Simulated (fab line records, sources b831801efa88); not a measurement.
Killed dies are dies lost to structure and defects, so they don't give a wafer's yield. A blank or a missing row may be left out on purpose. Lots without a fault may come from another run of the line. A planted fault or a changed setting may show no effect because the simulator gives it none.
fab line records | flow sky130
record lots=7 wafers=21 last_day=50
route steps=708 shown SONOS_TUNNEL@156 SONOS_ONO@168 PAD_OPEN@708
lots that met no fault: from a run of the same line without faults
start_h: hours from the record's first day to the start of the lot's first wafer shown | wait_h: hours since the lot's step before | " the same as in the row above | L1.1+2: a row that stands for several wafers | - no value, or no start given | * or withheld: withheld | < > ~ a bound
route shown NAME@n: a module of which the file shows steps, and the number in the route of the first | usual: mean/standard deviation of fault-free wafers | same: alike in all rows | chamber/n: place in a boat | sites: the reading at each site | _std_site: their standard deviation | _edge_site: outer sites' mean less inner sites' | radius_mm: how far each site lies from the wafer's centre | mask NAME#n: copy n | behind: the tool/chamber that last shaped the wafer | hold: why the lot was held/for how many hours/how that ended | device: the transistor (n, p or np) that didn't switch | end of line: the same wafers' tests at the end of the route | a step without rows: its recipe alone | killed: dies lost to structure and defects at the first sort, not the wafer's yield | map: a wafer's dies, x killed, . not, _ none there
set.NAME: the setting as run; set.NAME@STEP: as run at that earlier step | model.NAME: the simulator's own value behind a step, which no gauge read
lots at some steps of the route; a table a step, a row a wafer
services: from which hour (start_h, from the record's first day; less than 0 if before it) a tool's chamber was out of use, for how many hours, and why
## steps
# step SKY_SONOS_TUNNEL_COAT_02
# recipe resist=NOVOLAK spin_rpm=3000 resist_thk_nm=1140
# step SKY_SONOS_TUNNEL_SOFTBAKE_03
# recipe temp_c=90 time_s=60 resist=NOVOLAK
# step SKY_SONOS_TUNNEL_EXPOSE_04
# recipe mask_id=TUNM na=0.6 source_shape=conventional sigma_outer=0.6 polarization=unpolarized target_cd_nm=410 dose_mj=136
# step SKY_SONOS_TUNNEL_PEB_05
# recipe temp_c=withheld time_s=* resist=NOVOLAK
# step SKY_SONOS_TUNNEL_DEVELOP_06
# recipe resist=NOVOLAK developer=TMAH develop_time_s=60 dev_temp_c=23
# step SKY_SONOS_TUNNEL_CD_MEAS_07
# recipe target_cd_nm=410
# usual cd_nm=409.3/2.7
# columns lot.wafer tool chamber start_h wait_h cd_nm
L802.1 cd_sem-01 - 272.98 0.1 411.8
L802.2 " - " " 412.6
L802.4 " - " " 409.9
L809.2 cd_sem-01 - 330.73 0.1 403.4
L809.3 " - " " 405.7
L809.4 " - " " 404.4
L810.2 cd_sem-01 - 340.83 0.1 414.2
L810.3 " - " " 411.1
L810.4 " - " " 411.4
L812.1 cd_sem-02 - 351.11 0.1 407.4
L812.4 " - " " 409.3
L812.6 " - " " 408.3
L819.2 cd_sem-02 - 404.55 0.1 408.3
L819.5 " - " " 410.1
L819.6 " - " " 410.3
L821.1 cd_sem-01 - 428.67 0.1 409.0
L821.4 " - " " 407.9
L821.6 " - " " 410.6
L822.2 cd_sem-01 - 437.95 0.1 412.8
L822.3 " - " " 414.5
L822.4 " - " " 412.0
# step SKY_SONOS_TUNNEL_OVL_MEAS_08
# usual SONOS_TUNNEL_OVL=1.1/1.7
# columns lot.wafer tool chamber start_h wait_h SONOS_TUNNEL_OVL[nm]
L802.1 overlay-01 - 273.10 0.1 2.0
L802.2 " - " " 1.6
L802.4 " - " " 2.5
L809.2 overlay-02 - 330.83 0.1 -0.5
L809.3 " - " " 0.4
L809.4 " - " " -0.9
L810.2 overlay-01 - 340.93 0.1 2.4
L810.3 " - " " 0.2
L810.4 " - " " 1.0
L812.1 overlay-01 - 351.23 0.1 0.1
L812.4 " - " " 3.1
L812.6 " - " " 1.1
L819.2 overlay-01 - 404.65 0.1 1.8
L819.5 " - " " 2.5
L819.6 " - " " 2.0
L821.1 overlay-01 - 428.79 0.1 1.2
L821.4 " - " " 1.9
L821.6 " - " " 1.7
L822.2 overlay-01 - 438.05 0.1 2.8
L822.3 " - " " 1.4
L822.4 " - " " 1.9
# step SKY_SONOS_TUNNEL_IMPLANT_09
# recipe species=B energy_kev=20 dose_cm2=1e+12 tilt_deg=withheld
# step SKY_SONOS_TUNNEL_WET_ETCH_10
# recipe chemistry=dHF target_depth_nm=14 target=SiO2 dilution=100:1 temp_c=25 time_s=280
# step SKY_SONOS_TUNNEL_STRIP_11
# recipe chemistry=SPM time_s=600 temp_c=130
# step SKY_SONOS_TUNNEL_TW_MEAS_12
# usual SONOS_TUNNEL_TW=195.6/1.2
# columns lot.wafer tool chamber start_h wait_h SONOS_TUNNEL_TW
L802.1 film_metro-01 - 273.57 0.0 195.6
L802.2 " - " " 195.7
L802.4 " - " " 196.3
L809.2 film_metro-04 - 331.28 0.0 197.1
L809.3 " - " " 196.9
L809.4 " - " " 197.0
L810.2 film_metro-02 - 341.38 0.0 194.7
L810.3 " - " " 195.5
L810.4 " - " " 194.1
L812.1 film_metro-01 - 351.73 0.0 194.8
L812.4 " - " " 195.3
L812.6 " - " " 194.9
L819.2 film_metro-02 - 405.10 0.0 195.5
L819.5 " - " " 195.2
L819.6 " - " " 194.5
L821.1 film_metro-04 - 429.23 0.0 197.7
L821.4 " - " " 198.3
L821.6 " - " " 197.2
L822.2 film_metro-02 - 438.53 0.0 194.6
L822.3 " - " " 194.0
L822.4 " - " " 193.4
# step SKY_SONOS_TUNNEL_CLEAN_13
# recipe chemistry=dHF time_s=20 dilution=100:1 dry=ipa_marangoni
# step SKY_SONOS_ONO_OXIDATION_00
# recipe temp_c=800 ambient=O2 idle_temp_c=700 ramp_up_c_per_min=10 ramp_down_c_per_min=3 stabilise_s=600 purge_s=300 target_thk_a=26 ox_time_s=1249
# usual ramp_down_c_per_min=3.0000/0.00055 ramp_up_c_per_min=9.9997/0.002 spike_tc_bottom_C=821.9/2.3 spike_tc_centre_C=799.2/1.7 spike_tc_lower_C=800.8/1.1 spike_tc_top_C=808.8/3 spike_tc_upper_C=801.8/1.7 tube_center_temp_C=800/0.067 tube_center_temp_C_max=802.1/0.36 zone_power_centre_pct=15.30/0.29
# columns lot.wafer tool chamber start_h wait_h ramp_down_c_per_min ramp_up_c_per_min spike_tc_bottom_C spike_tc_centre_C spike_tc_lower_C spike_tc_top_C spike_tc_upper_C tube_center_temp_C tube_center_temp_C_max zone_power_centre_pct model.SiO2_of_SONOS_ONO_OXIDATION_00.thk_nm
L802.1 furnace-01 0 273.64 0.0 3.0006 9.9996 825.1 799.9 800.3 811.7 801.5 800.11 802.4 14.83 2.528
L802.2 " 0 " " 3.0003 9.9999 823.6 799.8 802.1 813.0 805.1 800 801.8 14.99 2.603
L802.4 " 0 " " 3.0003 10.004 823.5 799.6 800.7 812.2 804.9 800.02 802.1 15.23 2.524
L809.2 furnace-02 0 335.95 4.6 2.9998 10.001 846.7 823.7 826.3 833.4 827.5 826.56 828.4 16.97 3.784
L809.3 " 0 " " 3.0005 9.9989 845.1 825.8 827.7 832.8 825.5 826.58 828.4 16.69 3.783
L809.4 " 0 " " 3.0008 9.9976 844.8 823.9 825.8 829.2 826.2 826.57 828.8 16.66 3.8
L810.2 furnace-02 0 341.49 0.0 3.0001 10.001 846.1 824.3 827.3 831.8 826.3 826.69 828.4 16.71 3.758
L810.3 " 0 " " 2.9994 10.000 846.2 821.8 826.7 832.4 827.6 826.59 828.3 16.87 3.775
L810.4 " 0 " " 3.0003 9.9952 845.2 822.5 827.6 833.5 826.6 826.54 828.8 17.05 3.818
L812.1 furnace-02 0 351.80 0.0 3.0009 9.9991 844.6 823.5 828.0 832.4 828.3 826.54 828.4 16.73 3.718
L812.4 " 0 " " 2.9996 9.9979 848.3 823.9 826.7 832.3 828.9 826.68 828.6 16.78 3.703
L812.6 " 0 " " 3.0004 9.9994 846.2 822.8 827.5 831.9 826.8 826.56 828.5 16.66 3.704
L819.2 furnace-01 0 406.32 1.2 2.9999 10.002 823.0 800.7 801.0 811.8 802.8 800.05 802.6 14.83 2.647
L819.5 " 0 " " 2.9990 9.9948 826.1 800.1 800.4 809.9 803.1 799.87 802.1 15.11 2.674
L819.6 " 0 " " 3.0008 9.9991 823.2 801.0 801.0 810.0 802.5 799.98 802.3 15.03 2.627
L821.1 furnace-02 0 429.34 0.0 3.0001 10.001 819.7 797.5 800.5 806.4 800.8 799.96 802.7 15.45 2.527
L821.4 " 0 " " 3.0000 10.003 818.3 797.9 798.5 804.3 801.7 800.02 802.1 15.53 2.551
L821.6 " 0 " " 3.0001 9.9977 819.9 798.2 799.4 807.2 801.9 800.01 802.1 15.65 2.529
L822.2 furnace-01 0 438.59 0.0 3.0003 9.9983 824.0 800.3 801.6 814.6 802.7 800.14 801.9 15.09 2.6
L822.3 " 0 " " 3.0008 10.000 826.2 799.1 801.4 810.4 802.0 800.07 803.1 14.99 2.598
L822.4 " 0 " " 2.9997 9.9979 822.5 800.8 799.9 810.6 805.0 800 802.3 15.00 2.556
# step SKY_SONOS_ONO_THK_MEAS_01
# recipe reads=SiO2_of_SONOS_ONO_OXIDATION_00
# usual SONOS_ONO_OXIDATION_THK=2.60/0.052
# columns lot.wafer tool chamber start_h wait_h hold SONOS_ONO_OXIDATION_THK[nm]
L802.1 film_metro-04 - 274.99 0.0 - 2.50
L802.2 " - " " - 2.65
L802.4 " - " " - 2.55
L809.2 film_metro-01 - 337.31 0.0 await_dispo/0.2h/release 3.81
L809.3 " - " " await_dispo/0.2h/release 3.75
L809.4 " - " " await_dispo/0.2h/release 3.77
L809.2 film_metro-01 - 337.53 0.2 - 3.78
L809.3 " - " " - 3.79
L809.4 " - " " - 3.75
L810.2 film_metro-03 - 342.84 0.0 await_dispo/0.2h/release 3.74
L810.3 " - " " await_dispo/0.2h/release 3.76
L810.4 " - " " await_dispo/0.2h/release 3.87
L810.2 film_metro-03 - 343.07 0.2 - 3.73
L810.3 " - " " - 3.77
L810.4 " - " " - 3.83
L812.1 film_metro-03 - 353.15 0.0 await_dispo/0.2h/release 3.73
L812.4 " - " " await_dispo/0.2h/release 3.64
L812.6 " - " " await_dispo/0.2h/release 3.71
L812.1 film_metro-03 - 353.37 0.2 - 3.67
L812.4 " - " " - 3.70
L812.6 " - " " - 3.71
L819.2 film_metro-04 - 407.68 0.0 - 2.65
L819.5 " - " " - 2.69
L819.6 " - " " - 2.60
L821.1 film_metro-03 - 430.69 0.0 - 2.56
L821.4 " - " " - 2.54
L821.6 " - " " - 2.52
L822.2 film_metro-04 - 439.95 0.0 - 2.66
L822.3 " - " " - 2.59
L822.4 " - " " - 2.58
# step SKY_PAD_OPEN_PROBE_99
# usual killed_at_M0_to_M3=44/7.9 killed_at_M4_up=3.1/2 killed_at_contacts=23/4.9 killed_at_front_end=15/3.9 killed_at_other=0.2/0.49 killed_dies=86/10 killed_open=47/7.1 killed_short=39/7.1
# same gross_dies=492 killed_at_back_side=0
# columns lot.wafer tool chamber start_h wait_h killed_at_M0_to_M3 killed_at_M4_up killed_at_contacts killed_at_front_end killed_at_other killed_dies killed_open killed_short model.etest.sonos_erased.drive_ua_um model.etest.sonos_uncharged.r_on_ohm_um model.etest.sonos_programmed.off_log10_a_um model.etest.sonos_erased.vt_v model.etest.cap_ono.gate_log10_a_cm2 model.etest.cap_ono.gate_bv_v model.etest.cap_ono.tox_acc_nm model.etest.sonos_programmed.vt_v
L802.1 prober-01 - 1098.84 0.1 40 3 30 16 1 90 48 42 171.1 822.2 -14.02 -2.274 -8 16.86 12.96 1.444
L802.2 prober-01 - 1098.89 0.1 40 1 28 6 0 75 45 30 187.2 826.2 -13.93 -2.24 -8.012 17.03 12.98 1.42
L802.4 prober-01 - 1098.99 0.2 43 2 22 16 0 83 43 40 203.9 801 -13.98 -2.319 -7.939 16.41 12.87 1.472
L809.2 prober-02 - 1142.66 0.1 53 2 22 21 0 98 53 45 23.73 835.4 -9.913 -0.4395 -9.144 17.73 13.8 0.5994
L809.3 prober-02 - 1142.71 0.2 43 2 33 15 2 95 50 44 21.32 856.1 -11.03 -0.4103 -9.186 17.03 13.89 0.6704
L809.4 prober-02 - 1142.76 0.2 34 4 25 17 0 80 38 42 22.87 834.8 -9.394 -0.4253 -9.169 17.15 13.84 0.539
L810.2 prober-01 - 1142.87 0.1 35 2 29 10 0 76 48 27 21.52 864.8 -8.832 -0.4116 -9.648 17.77 14.2 0.4635
L810.3 prober-01 - 1142.92 0.2 34 2 28 17 2 83 45 38 19.55 865.3 -9.139 -0.3719 -9.557 17.73 14.19 0.4783
L810.4 prober-01 - 1142.97 0.2 38 5 13 22 1 79 40 37 20.63 858.2 -5.427 -0.3861 -9.838 18.61 14.37 0.1256
L812.1 prober-01 - 1149.81 0.1 57 4 34 17 1 113 58 54 19.72 856.2 -11.54 -0.3702 -9.319 17.9 13.9 0.7359
L812.4 prober-01 - 1149.96 0.2 42 5 20 20 0 87 55 32 18.24 866.6 -11.24 -0.366 -9.448 17.79 14.05 0.6701
L812.6 prober-01 - 1150.06 0.2 47 1 29 17 0 94 55 39 20.83 845.4 -11.13 -0.3872 -9.307 17.38 13.97 0.7196
L819.2 prober-02 - 1184.34 0.1 46 5 22 16 1 90 46 44 157.4 806.8 -13.82 -2.213 -8.051 16.29 12.97 1.423
L819.5 prober-02 - 1184.49 0.2 35 6 22 16 0 79 42 37 181.4 803.6 -14.08 -2.199 -8.23 16.37 13.07 1.362
L819.6 prober-02 - 1184.54 0.2 43 2 27 7 0 79 44 35 172.8 819.9 -13.91 -2.224 -8.089 16.21 13.03 1.41
L821.1 prober-02 - 1195.55 0.1 47 6 18 19 0 90 52 38 178.9 844.5 -13.91 -2.244 -8.095 16.52 12.99 1.377
L821.4 prober-02 - 1195.70 0.2 36 2 27 14 1 80 44 36 188.8 823.5 -13.93 -2.323 -7.889 16.47 12.81 1.465
L821.6 prober-02 - 1195.80 0.2 47 5 20 16 0 88 51 37 205.8 806.2 -13.86 -2.342 -7.873 15.93 12.82 1.467
L822.2 prober-01 - 1199.57 0.1 40 0 22 13 0 75 46 28 192.6 817.7 -13.94 -2.311 -7.906 15.98 12.83 1.518
L822.3 prober-01 - 1199.62 0.2 38 3 18 11 0 70 43 27 212.2 800.4 -14.02 -2.333 -7.893 16.76 12.9 1.433
L822.4 prober-01 - 1199.67 0.2 40 1 17 14 0 72 39 33 200.2 810.4 -13.97 -2.355 -7.752 16.49 12.75 1.485
# killed by level:class
L802.1 LI_CONTACT:geometric_particle:open=12 VIA1:geometric_particle:open=10 LOCAL_INTERCONNECT:geometric_particle:short=7 CONTACT:geometric_particle:short=6 VIA2:geometric_particle:open=6 POLY_GATE:geometric_particle:short=5 METAL1:geometric_particle:short=5 VIA1:geometric_particle:short=5
L802.2 VIA3:geometric_particle:open=10 LOCAL_INTERCONNECT:geometric_particle:short=8 CONTACT:geometric_particle:open=7 CONTACT:geometric_particle:short=7 VIA1:geometric_particle:open=6 VIA2:geometric_particle:open=6 LI_CONTACT:geometric_particle:open=4 METAL1:geometric_particle:open=4
L802.4 CONTACT:geometric_particle:open=11 VIA1:geometric_particle:open=7 VIA3:geometric_particle:open=6 METAL1:geometric_particle:short=6 VIA2:geometric_particle:open=6 POLY_GATE:geometric_particle:short=4 METAL2:geometric_particle:short=4 METAL3:geometric_particle:short=4
L809.2 VIA1:geometric_particle:open=10 VIA3:geometric_particle:open=8 LI_CONTACT:geometric_particle:open=7 METAL1:geometric_particle:short=7 VIA1:geometric_particle:short=7 METAL2:geometric_particle:short=7 FIELD_ISO:geometric_particle:open=6 VIA2:geometric_particle:open=6
L809.3 VIA1:geometric_particle:open=13 CONTACT:geometric_particle:open=12 CONTACT:geometric_particle:short=8 METAL2:geometric_particle:short=8 LI_CONTACT:geometric_particle:open=5 VIA3:geometric_particle:open=5 METAL1:geometric_particle:short=5 FIELD_ISO:geometric_particle:short=4
L809.4 CONTACT:geometric_particle:open=9 LI_CONTACT:geometric_particle:open=7 FIELD_ISO:geometric_particle:short=6 LI_CONTACT:geometric_particle:short=5 METAL2:geometric_particle:short=5 VIA2:geometric_particle:open=5 METAL1:geometric_particle:short=4 VIA3:geometric_particle:short=4
L810.2 CONTACT:geometric_particle:open=14 VIA2:geometric_particle:open=9 VIA1:geometric_particle:open=8 VIA3:geometric_particle:open=6 FIELD_ISO:geometric_particle:open=5 LI_CONTACT:geometric_particle:open=5 CONTACT:geometric_particle:short=5 LOCAL_INTERCONNECT:geometric_particle:short=3
L810.3 VIA1:geometric_particle:open=10 LI_CONTACT:geometric_particle:open=7 CONTACT:geometric_particle:open=7 LI_CONTACT:geometric_particle:short=6 FIELD_ISO:geometric_particle:open=5 LOCAL_INTERCONNECT:geometric_particle:short=5 VIA2:geometric_particle:short=5 VIA2:geometric_particle:open=4
L810.4 VIA1:geometric_particle:open=9 FIELD_ISO:geometric_particle:open=7 FIELD_ISO:geometric_particle:short=6 VIA2:geometric_particle:open=6 LI_CONTACT:geometric_particle:open=5 METAL1:geometric_particle:short=5 METAL4:geometric_particle:short=5 CONTACT:geometric_particle:open=4
L812.1 VIA1:geometric_particle:open=13 VIA2:geometric_particle:open=10 LI_CONTACT:geometric_particle:open=9 CONTACT:geometric_particle:open=9 LOCAL_INTERCONNECT:geometric_particle:short=6 LI_CONTACT:geometric_particle:short=6 VIA2:geometric_particle:short=6 METAL2:geometric_particle:short=6
L812.4 VIA1:geometric_particle:open=15 CONTACT:geometric_particle:open=7 LI_CONTACT:geometric_particle:open=6 CONTACT:geometric_particle:short=6 VIA2:geometric_particle:open=6 FIELD_ISO:geometric_particle:short=5 POLY_GATE:geometric_particle:short=4 METAL2:geometric_particle:short=4
L812.6 VIA1:geometric_particle:open=16 CONTACT:geometric_particle:open=15 FIELD_ISO:geometric_particle:short=7 LI_CONTACT:geometric_particle:open=7 VIA1:geometric_particle:short=6 VIA2:geometric_particle:open=5 METAL1:geometric_particle:short=5 VIA3:geometric_particle:open=5
L819.2 CONTACT:geometric_particle:open=12 VIA1:geometric_particle:open=8 VIA1:geometric_particle:short=6 VIA2:geometric_particle:open=6 VIA3:geometric_particle:open=6 FIELD_ISO:geometric_particle:open=5 POLY_GATE:geometric_particle:short=5 METAL1:geometric_particle:short=5
L819.5 LI_CONTACT:geometric_particle:open=10 VIA2:geometric_particle:open=7 FIELD_ISO:geometric_particle:short=6 VIA1:geometric_particle:open=6 VIA2:geometric_particle:short=6 POLY_GATE:geometric_particle:short=5 METAL4:geometric_particle:short=5 CONTACT:geometric_particle:open=4
L819.6 LI_CONTACT:geometric_particle:open=8 CONTACT:geometric_particle:open=8 VIA3:geometric_particle:open=8 LOCAL_INTERCONNECT:geometric_particle:short=7 METAL2:geometric_particle:short=7 VIA2:geometric_particle:open=7 METAL1:geometric_particle:short=6 VIA1:geometric_particle:open=4
L821.1 VIA3:geometric_particle:open=10 VIA1:geometric_particle:open=9 VIA2:geometric_particle:open=7 VIA1:geometric_particle:short=6 METAL3:geometric_particle:open=6 FIELD_ISO:geometric_particle:open=5 LOCAL_INTERCONNECT:geometric_particle:short=5 CONTACT:geometric_particle:short=5
L821.4 CONTACT:geometric_particle:open=12 VIA1:geometric_particle:open=7 METAL1:geometric_particle:short=6 FIELD_ISO:geometric_particle:open=5 CONTACT:geometric_particle:short=5 METAL3:geometric_particle:short=5 METAL2:geometric_particle:short=5 VIA2:geometric_particle:open=5
L821.6 FIELD_ISO:geometric_particle:open=10 VIA1:geometric_particle:open=9 VIA2:geometric_particle:open=8 LI_CONTACT:geometric_particle:open=7 VIA3:geometric_particle:open=7 METAL2:geometric_particle:short=6 METAL3:geometric_particle:short=6 CONTACT:geometric_particle:open=5
L822.2 VIA1:geometric_particle:open=14 CONTACT:geometric_particle:open=7 LOCAL_INTERCONNECT:geometric_particle:short=6 LI_CONTACT:geometric_particle:open=5 VIA3:geometric_particle:open=5 FIELD_ISO:geometric_particle:open=4 VIA2:geometric_particle:open=4 POLY_GATE:geometric_particle:short=3
L822.3 VIA1:geometric_particle:open=9 CONTACT:geometric_particle:open=7 METAL1:geometric_particle:short=6 METAL1:geometric_particle:open=6 VIA1:geometric_particle:short=5 LI_CONTACT:geometric_particle:open=4 VIA2:geometric_particle:open=4 FIELD_ISO:geometric_particle:open=3
L822.4 VIA1:geometric_particle:open=10 LI_CONTACT:geometric_particle:open=7 METAL1:geometric_particle:short=5 VIA3:geometric_particle:open=5 VIA2:geometric_particle:open=5 FIELD_ISO:geometric_particle:open=4 POLY_GATE:geometric_particle:short=4 VIA2:geometric_particle:short=4
## services
# columns tool chamber start_h hours kind
furnace-02 - 296.09 4.8 repair
furnace-01 - 311.67 11.1 pm
furnace-01 - 322.81 4.2 pm
furnace-02 - 327.49 3.4 pm
furnace-02 - 332.23 3.7 pm
## key
first_sign step=SKY_SONOS_ONO_OXIDATION_00 reading=tube_center_temp_C direction=up sigmas=99+ usual=* struck=*
effect step=SKY_SONOS_ONO_OXIDATION_00 reading=tube_center_temp_C_max direction=up sigmas=73 usual=* struck=*
effect step=SKY_SONOS_ONO_THK_MEAS_01 reading=visit direction=added
effect step=SKY_SONOS_ONO_THK_MEAS_01 reading=SONOS_ONO_OXIDATION_THK direction=up sigmas=22 usual=2.60 struck=3.75
model_effect step=SKY_SONOS_ONO_OXIDATION_00 value=SiO2_of_SONOS_ONO_OXIDATION_00.thk_nm without=2.609 struck=3.76
model_effect step=SKY_PAD_OPEN_PROBE_99 value=etest.sonos_erased.drive_ua_um without=193 struck=20.94
met_at SKY_SONOS_ONO_OXIDATION_00
struck_wafers L809.2,L809.3,L809.4,L810.2,L810.3,L810.4,L812.1,L812.4,L812.6
tester_left_out L809,L810,L812
fault kind=process_parameter_drift tool=furnace-02 chamber=- onset_h=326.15 steps=SKY_SONOS_ONO_OXIDATION_00 channel=temp_c offset=* shape=step end_h=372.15 acts_in=* stated=*
# tester_left_out: of these lots the tester's yield and bins aren't shown, on N5 and GAA mostly nor the transistor test; their killed dies are dies lost to structure and defects alone, not to doping, threshold or leakage, so they don't give the yield
